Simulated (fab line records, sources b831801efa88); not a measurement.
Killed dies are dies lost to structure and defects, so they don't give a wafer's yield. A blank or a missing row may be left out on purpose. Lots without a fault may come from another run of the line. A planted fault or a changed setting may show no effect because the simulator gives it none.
fab line records | flow gf180mcu
record lots=14 wafers=42 last_day=34
route steps=602 shown SALICIDE@280 M1@316
lots that met no fault: from a run of the same line without faults
start_h: hours from the record's first day to the start of the lot's first wafer shown | wait_h: hours since the lot's step before | " the same as in the row above | L1.1+2: a row that stands for several wafers | - no value, or no start given | * or withheld: withheld | < > ~ a bound
route shown NAME@n: a module of which the file shows steps, and the number in the route of the first | usual: mean/standard deviation of fault-free wafers | same: alike in all rows | chamber/n: place in a boat | sites: the reading at each site | _std_site: their standard deviation | _edge_site: outer sites' mean less inner sites' | radius_mm: how far each site lies from the wafer's centre | mask NAME#n: copy n | behind: the tool/chamber that last shaped the wafer | hold: why the lot was held/for how many hours/how that ended | device: the transistor (n, p or np) that didn't switch | end of line: the same wafers' tests at the end of the route | a step without rows: its recipe alone | killed: dies lost to structure and defects at the first sort, not the wafer's yield | map: a wafer's dies, x killed, . not, _ none there
set.NAME: the setting as run; set.NAME@STEP: as run at that earlier step | model.NAME: the simulator's own value behind a step, which no gauge read
steps of the route over a sample of lots; a table a step, a row a wafer
services: from which hour (start_h, from the record's first day; less than 0 if before it) a tool's chamber was out of use, for how many hours, and why
## steps
# step GF_SALICIDE_SPUTTER_02
# recipe material=Co target_thk_nm=10 power_w=1000 time_s=20 chamber_pressure_pa=0.4
# usual cathode_dc_power_W=999.99/0.18 chamber_pressure_pa=0.4001/0.0008 throttle_valve_pct=30.3/1.2
# same time_s=20
# columns lot.wafer tool chamber start_h wait_h cathode_dc_power_W chamber_pressure_pa throttle_valve_pct
L736.1 pvd_sputter-04 - 342.23 0.0 1000.1 0.3998 31.1
L736.2 " - " " 999.87 0.4000 31.6
L736.5 " - " " 999.82 0.4001 30.9
L745.2 pvd_sputter-04 - 417.58 0.0 999.99 0.4012 31.1
L745.3 " - " " 1000.0 0.4007 27.6
L745.6 " - " " 1000.0 0.4006 28.1
L746.2 pvd_sputter-02 - 426.68 0.0 1000.0 0.4010 31.1
L746.4 " - " " 999.87 0.4001 31.3
L746.6 " - " " 999.75 0.4006 31.1
L748.2 pvd_sputter-04 - 445.79 0.0 999.83 0.3996 28.1
L748.4 " - " " 999.84 0.4011 31.5
L748.5 " - " " 1000.1 0.4005 30.8
L749.1 pvd_sputter-02 - 448.61 0.0 999.87 0.3990 30.0
L749.4 " - " " 1000.2 0.4011 31.2
L749.6 " - " " 999.76 0.3991 29.0
L750.2 pvd_sputter-01 - 464.01 0.0 1000.0 0.4007 29.2
L750.4 " - " " 999.88 0.4007 29.4
L750.6 " - " " 1000.2 0.4002 30.7
L752.1 pvd_sputter-04 - 482.98 0.0 1000.1 0.4004 30.9
L752.3 " - " " 999.90 0.3999 30.8
L752.6 " - " " 999.83 0.4001 31.9
L753.1 pvd_sputter-02 - 485.61 0.0 1000.3 0.3999 31.4
L753.2 " - " " 999.88 0.4004 30.1
L753.3 " - " " 999.58 0.4000 31.1
L754.2 pvd_sputter-04 - 500.61 0.0 999.91 0.4004 31.1
L754.3 " - " " 1000.3 0.3987 31.4
L754.6 " - " " 999.90 0.4021 28.2
L755.3 pvd_sputter-02 - 505.83 0.0 1000.1 0.4010 31.2
L755.5 " - " " 1000.1 0.3998 30.0
L755.6 " - " " 999.45 0.4012 31.2
L756.4 pvd_sputter-02 - 514.47 0.0 1000.2 0.4008 31.8
L756.5 " - " " 999.98 0.4000 31.3
L756.6 " - " " 999.78 0.3998 28.6
L757.1 pvd_sputter-01 - 521.24 0.0 999.90 0.4002 29.1
L757.3 " - " " 1000.4 0.4007 30.7
L757.4 " - " " 999.90 0.4011 29.5
L758.1 pvd_sputter-04 - 530.43 0.0 1000.1 0.4002 28.0
L758.3 " - " " 1000.0 0.3991 31.0
L758.6 " - " " 999.77 0.4003 30.6
L759.2 pvd_sputter-01 - 540.21 0.0 1000.2 0.4011 30.6
L759.3 " - " " 1000.1 0.4015 29.3
L759.6 " - " " 1000.0 0.4011 30.6
# step GF_M1_SPUTTER_01
# recipe material=TiN target_thk_nm=30 power_w=6500 time_s=25 chamber_pressure_pa=0.4
# usual cathode_dc_power_W=6500.0/1.1 chamber_pressure_pa=0.4000/0.00076 throttle_valve_pct=29.9/1.4 time_s=25/0
# columns lot.wafer tool chamber start_h wait_h cathode_dc_power_W chamber_pressure_pa throttle_valve_pct time_s
L736.1 pvd_sputter-01 - 365.29 0.1 6499.8 0.3988 30.7 25
L736.2 " - " " 6497.9 0.4000 28.4 25
L736.5 " - " " 6500.3 0.4004 29.2 25
L745.2 pvd_sputter-01 - 447.81 0.1 - - - -
L745.3 " - " " - - - -
L745.6 " - " " - - - -
L746.2 pvd_sputter-02 - 453.67 0.1 - - - -
L746.4 " - " " - - - -
L746.6 " - " " - - - -
L748.2 pvd_sputter-02 - 473.10 0.1 6497.7 0.4005 29.1 25
L748.4 " - " " 6500.9 0.4019 30.0 25
L748.5 " - " " 6501.2 0.4001 28.8 25
L749.1 pvd_sputter-02 - 475.31 0.1 6501.9 0.4000 29.9 25
L749.4 " - " " 6501.4 0.3991 31.4 25
L749.6 " - " " 6499.9 0.3981 31.6 25
L750.2 pvd_sputter-01 - 490.43 0.1 6500.0 0.4002 29.3 25
L750.4 " - " " 6499.8 0.4003 28.5 25
L750.6 " - " " 6501.2 0.3998 29.2 25
L752.1 pvd_sputter-01 - 508.96 0.1 6499.2 0.3986 29.3 25
L752.3 " - " " 6500.8 0.3996 29.6 25
L752.6 " - " " 6499.5 0.3994 28.5 25
L753.1 pvd_sputter-03 - 512.08 0.1 6499.0 0.4001 27.8 25
L753.2 " - " " 6499.7 0.3992 30.1 25
L753.3 " - " " 6499.4 0.4011 32.8 25
L754.2 pvd_sputter-01 - 526.62 0.1 6499.9 0.3982 29.2 25
L754.3 " - " " 6499.9 0.4000 30.4 25
L754.6 " - " " 6498.9 0.4001 29.3 25
L755.3 pvd_sputter-01 - 531.30 0.1 6499.3 0.4005 29.1 25
L755.5 " - " " 6500.5 0.3998 29.1 25
L755.6 " - " " 6500.2 0.3986 30.5 25
L756.4 pvd_sputter-03 - 540.63 0.1 6498.9 0.4009 30.1 25
L756.5 " - " " 6498.5 0.3995 32.8 25
L756.6 " - " " 6500.2 0.4005 30.1 25
L757.1 pvd_sputter-03 - 546.21 0.1 6501.4 0.3987 27.3 25
L757.3 " - " " 6499.9 0.4000 31.5 25
L757.4 " - " " 6501.6 0.3989 32.9 25
L758.1 pvd_sputter-01 - 555.06 0.1 6498.2 0.3997 30.5 25
L758.3 " - " " 6501.4 0.3987 29.0 25
L758.6 " - " " 6499.0 0.3996 30.6 25
L759.2 pvd_sputter-03 - 565.29 0.1 6499.7 0.3986 32.8 25
L759.3 " - " " 6500.2 0.3992 27.6 25
L759.6 " - " " 6499.9 0.3995 32.8 25
# step GF_M1_OVL_MEAS_15
# usual M1_OVL=3/4.7
# columns lot.wafer tool chamber start_h wait_h M1_OVL[nm]
L736.1 overlay-01 - 387.90 0.1 11
L736.2 " - " " 9
L736.5 " - " " 9
L745.2 overlay-01 - 472.54 0.1 2
L745.3 " - " " 5
L745.6 " - " " 6
L746.2 overlay-02 - 478.45 0.1 2
L746.4 " - " " 8
L746.6 " - " " 7
L748.2 overlay-01 - 496.64 0.1 2
L748.4 " - " " 3
L748.5 " - " " -3
L749.1 overlay-01 - 499.93 0.1 -4
L749.4 " - " " 1
L749.6 " - " " -3
L750.2 overlay-02 - 514.19 0.1 5
L750.4 " - " " 6
L750.6 " - " " 2
L752.1 overlay-02 - 532.38 0.1 4
L752.3 " - " " -6
L752.6 " - " " 2
L753.1 overlay-01 - 535.43 0.1 -4
L753.2 " - " " 2
L753.3 " - " " -1
L754.2 overlay-02 - 549.69 0.1 1
L754.3 " - " " -2
L754.6 " - " " -1
L755.3 overlay-02 - 553.14 0.1 -1
L755.5 " - " " 2
L755.6 " - " " 8
L756.4 overlay-01 - 563.55 0.1 1
L756.5 " - " " -2
L756.6 " - " " 0
L757.1 overlay-01 - 568.28 0.1 -4
L757.3 " - " " -3
L757.4 " - " " 3
L758.1 overlay-02 - 577.68 0.1 7
L758.3 " - " " 6
L758.6 " - " " 6
L759.2 overlay-01 - 585.78 0.1 -4
L759.3 " - " " -3
L759.6 " - " " -11
# step GF_M1_METAL_ETCH_16
# recipe chemistry=Cl2/BCl3 mask_material=KrF target_depth_nm=627.5 stop_on=SiO2 pressure_mtorr=8 icp_w=800 bias_w=140 Cl2_flow_sccm=80 bcl3_flow_sccm=40 time_s=104.6
# usual drypump_motor_current_A=6.1/0.34 oes_product_au=0.968/0.0064 throttle_valve_pct=28.256/0.011
# same time_s=104.6
# columns lot.wafer tool chamber start_h wait_h drypump_motor_current_A oes_product_au rf_hours_counter_h throttle_valve_pct
L736.1 rie_metal-03 0 387.94 0.0 5.9 0.977 8 28.231
L736.2 " 1 " " 6.4 0.972 0 28.262
L736.5 " 1 " " 6.4 0.969 - 28.257
L745.2 rie_metal-01 0 472.57 0.0 6.5 0.936 0 28.270
L745.3 " 1 " " 5.5 0.936 - 28.294
L745.6 " 1 " " 5.6 0.932 - 28.278
L746.2 rie_metal-03 1 478.48 0.0 6.4 0.941 2 28.279
L746.4 " 0 " " 6.0 0.953 - 28.287
L746.6 " 0 " " 6.0 0.936 - 28.280
L748.2 rie_metal-01 0 496.67 0.0 6.5 0.967 1 28.270
L748.4 " 0 " " 6.5 0.971 - 28.263
L748.5 " 1 " " 5.6 0.961 - 28.280
L749.1 rie_metal-01 0 499.97 0.0 6.5 0.960 1 28.250
L749.4 " 0 " " 6.5 0.968 - 28.257
L749.6 " 1 " " 5.6 0.962 - 28.259
L750.2 rie_metal-04 0 514.22 0.0 5.9 0.971 7 28.254
L750.4 " 0 " " 5.9 0.971 - 28.253
L750.6 " 0 " " 5.9 0.969 - 28.245
L752.1 rie_metal-04 1 532.42 0.0 5.9 0.964 1 28.244
L752.3 " 0 " " 5.9 0.967 - 28.279
L752.6 " 0 " " 5.9 0.962 - 28.246
L753.1 rie_metal-01 1 535.47 0.0 5.6 0.973 3 28.251
L753.2 " 0 " " 6.5 0.972 2 28.259
L753.3 " 1 " " 5.6 0.964 - 28.251
L754.2 rie_metal-04 1 549.72 0.0 5.9 0.961 2 28.252
L754.3 " 1 " " 5.9 0.955 - 28.259
L754.6 " 0 " " 5.9 0.963 - 28.263
L755.3 rie_metal-01 0 553.20 0.1 6.5 0.967 - 28.243
L755.5 " 0 " " 6.4 0.968 - 28.265
L755.6 " 1 " " 5.6 0.970 - 28.254
L756.4 rie_metal-03 1 563.68 0.1 6.4 0.982 - 28.233
L756.5 " 1 " " 6.4 0.973 - 28.254
L756.6 " 1 " " 6.4 0.970 - 28.243
L757.1 rie_metal-03 1 568.32 0.0 6.4 0.971 5 28.242
L757.3 " 1 " " 6.4 0.976 - 28.239
L757.4 " 1 " " 6.4 0.967 - 28.249
L758.1 rie_metal-03 1 577.71 0.0 6.4 0.958 5 28.266
L758.3 " 1 " " 6.4 0.954 - 28.264
L758.6 " 0 " " 5.9 0.959 - 28.256
L759.2 rie_metal-03 1 585.81 0.0 6.4 0.968 5 28.260
L759.3 " 1 " " 6.4 0.963 - 28.243
L759.6 " 1 " " 6.4 0.968 - 28.261
## services
# columns tool chamber start_h hours kind
rie_metal-01 1 360.13 1.7 repair
rie_metal-03 1 362.38 - clean
rie_metal-04 - 371.97 0.2 repair
rie_metal-01 - 374.47 0.3 repair
pvd_sputter-04 - 379.61 1.6 repair
pvd_sputter-03 - 380.56 2.3 repair
pvd_sputter-02 - 382.40 1.0 repair
pvd_sputter-02 - 403.38 3.4 repair
rie_metal-04 - 417.29 2.6 repair
rie_metal-01 0 444.00 10.2 repair
pvd_sputter-01 - 450.34 9.0 repair
pvd_sputter-02 3 452.69 - consumable_replace:kit
pvd_sputter-02 3 452.69 18.0 scheduled_down
pvd_sputter-02 3 452.69 18.0 vent_cycle
pvd_sputter-03 - 453.06 13.1 repair
pvd_sputter-01 - 456.40 1.1 repair
rie_metal-01 - 461.32 1.5 repair
rie_metal-04 1 466.80 14.3 repair
pvd_sputter-01 1 479.59 - consumable_replace:kit
pvd_sputter-01 1 479.59 18.0 scheduled_down
pvd_sputter-01 1 479.59 18.0 vent_cycle
pvd_sputter-03 - 520.81 3.6 repair
rie_metal-01 1 538.55 1.9 repair
rie_metal-04 - 564.92 0.2 repair
## key
first_sign step=GF_M1_SPUTTER_01 reading=tool_record direction=missing
effect step=GF_M1_METAL_ETCH_16 reading=oes_product_au direction=down sigmas=4.4 usual=0.968 struck=0.939
met_at GF_M1_SPUTTER_01
struck_lots L745,L746
later_rows_left_out L745.2,L745.3,L745.6,L746.2,L746.4,L746.6
sort_left_out L745.2,L745.3,L745.6,L746.2,L746.4,L746.6
not_acting_at GF_SALICIDE_SPUTTER_02,GF_M1_OVL_MEAS_15
onset_between 365.29 447.81
fault kind=skipped_step_whole tool=pvd_sputter-01,pvd_sputter-02 chamber=- onset_h=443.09 steps=GF_M1_SPUTTER_01 scope=struck_lots_only
# sort_left_out: the simulated sort isn't trusted on such a fault, so these wafers' sort isn't shown, and their yield isn't known
# later_rows_left_out: the simulator's readings of these wafers behind a module that went badly wrong aren't trusted and aren't shown, but for the sort
